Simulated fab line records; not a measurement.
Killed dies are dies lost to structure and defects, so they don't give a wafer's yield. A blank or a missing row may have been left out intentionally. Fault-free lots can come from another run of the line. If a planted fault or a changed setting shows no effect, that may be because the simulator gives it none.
Matching of chambers	flow gf180mcu	GF_V2_CMP_26 on cmp-01: 4 sister chambers
The step polishes, stops on SiO2, t overpolish 15 s, target thk 0 nm. 4 wafers are shown with their chamber, then 7 later ones without.

== EACH WAFER AND ITS CHAMBER ==
wafer	chamber	motor current A (A)
L609.4	1	10.7
L613.4	3	12.8
L617.2	0	12.0
L617.4	2	12.2

== WAFERS WITHOUT THEIR CHAMBER ==
wafer	motor current A (A)
L617.5	10.4
L619.1	11.7
L619.5	12.8
L619.6	11.6
L628.2	13.2
L628.3	11.7
L628.4	11.9

== WHICH CHAMBER EACH ONE RAN IN ==
wafer	from the rows above	in truth
L617.5	1	1
L619.1	can't be placed: 0 or 2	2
L619.5	3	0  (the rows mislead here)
L619.6	can't be placed: 0 or 2 or 1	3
L628.2	3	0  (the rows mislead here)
L628.3	can't be placed: 0 or 2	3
L628.4	can't be placed: 0 or 2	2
1 of 7 placed correctly. From these rows, 4 cannot be placed; in 2 the true chamber is one of the candidates. 2 placed wrongly.
How it was worked out, from the rows above alone: a wafer's distance from a chamber is the root of the sum, over the readings, of the square of ((its reading less the chamber's mean) divided by the reading's scatter). If the next closest chamber is less than 2 further off than the closest, the wafer can't be placed; otherwise it belongs to the closest. For every chamber, the mean is computed from those of its wafers that are shown. The scatter: with one shown wafer a chamber, the root of the mean of the squares of how far each hidden wafer lies from its nearest shown one.
